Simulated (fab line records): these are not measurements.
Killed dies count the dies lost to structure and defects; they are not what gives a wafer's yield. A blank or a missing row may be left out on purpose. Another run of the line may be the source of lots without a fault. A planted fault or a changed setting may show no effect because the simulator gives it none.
A single fault, viewed from 2 desks | flow sky130 | only its own numbers are on each desk; what lay behind them is given at the end

== THE METROLOGY DESK ==
Lot by lot, what the gauges showed, no matter which tool ran the lot: averages of those sampled wafers that carry a number. Any lot whose mean is over 4 standard deviations away from the usual mean is out of limits and marked OUT; that distance is given in the brackets.
Columns: A = POLY_CUT_OVL at SKY_POLY_CUT_OVL_MEAS_09, usual -1 nm; B = LI_CONTACT_OVL at SKY_LI_CONTACT_OVL_MEAS_13, usual 0 nm; C = LI_CONTACT_W_THK at SKY_LI_CONTACT_THK_MEAS_23, usual 406 nm
lot  | first seen here | A  | B  | C
L510 | day 24 11:40    | -2 | 2  | 405
L511 | day 24 23:51    | -3 | 6  | 410
L514 | day 26 12:00    | 1  | -5 | 410
L518 | day 27 22:46    | -3 | 3  | 405
L519 | day 28 05:11    | 0  | -8 | 417
L520 | day 28 12:13    | -1 | 5  | 412
L521 | day 29 04:22    | -8 | 0  | 413
L524 | day 29 23:37    | 2  | -6 | 418
L525 | day 30 05:38    | 2  | 4  | 401
L527 | day 30 21:49    | -0 | -5 | 397
L529 | day 31 10:34    | -2 | -4 | 408
L531 | day 31 22:46    | 3  | 6  | 406
L532 | day 32 06:22    | -5 | 1  | 406
L533 | day 32 22:49    | -3 | 7  | 404
Finding of this desk: none of the 14 lots has anything out of limits.

== AT THE TOOL OWNER'S DESK: plasma asher-01 ==
The tool's own readings at SKY_VT_ADJUST_LVTN_STRIP_20 (strips in O2/N2): means of the sampled wafers that have a number, for each lot that ran on this tool. Any lot whose mean is over 4 standard deviations away from the usual mean is out of limits and marked OUT; that distance is given in the brackets.
Columns: A = drypump motor current A at SKY_VT_ADJUST_LVTN_STRIP_20, usual 5.6 A; B = o2 flow sccm at SKY_VT_ADJUST_LVTN_STRIP_20, usual 3002 sccm; C = oes product au at SKY_VT_ADJUST_LVTN_STRIP_20, usual 0.715 a.u.; D = strip time to endpoint s at SKY_VT_ADJUST_LVTN_STRIP_20, usual 14.17 s
lot  | first seen here | A   | B              | C     | D
L510 | day 7 17:08     | 5.4 | 2998           | 0.709 | 14.19
L514 | day 9 06:52     | 5.5 | 2999           | 0.717 | 14.18
L519 | day 10 14:13    | 5.5 | 2409 (-66) OUT | 0.703 | 14.34 (+4.4) OUT
L521 | day 10 22:01    | 5.6 | 2403 (-67) OUT | 0.709 | 14.38 (+5.4) OUT
L532 | day 14 11:40    | 5.6 | 3007           | 0.716 | 14.20
L533 | day 14 19:28    | 5.4 | 2995           | 0.715 | 14.17
Finding of this desk: L519, L521 out of limits; the first was L519 at day 10 14:13, on o2 flow sccm at SKY_VT_ADJUST_LVTN_STRIP_20. L510, L514, L532, L533 stayed within limits.

== ALL TOGETHER ==
On L519, L521, at day 10 14:13, an alarm was possible from the tool owner's desk.
Nothing out of limits was seen by the metrology desk.
The metrology desk has L519, L521 on record, within its limits.
The lots listed all ran SKY_VT_ADJUST_LVTN_STRIP_20 on plasma asher-01.

== WHAT THE SIMULATOR PUT IN ==
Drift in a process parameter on plasma asher-01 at SKY_VT_ADJUST_LVTN_STRIP_20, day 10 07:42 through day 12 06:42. Setting o2 flow sccm, moved by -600, from 3000. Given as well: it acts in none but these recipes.
Lots struck among those shown: L519, L521.
How many hours passed from the start of the fault until each desk's first out-of-limits reading: the tool owner's desk, 7.
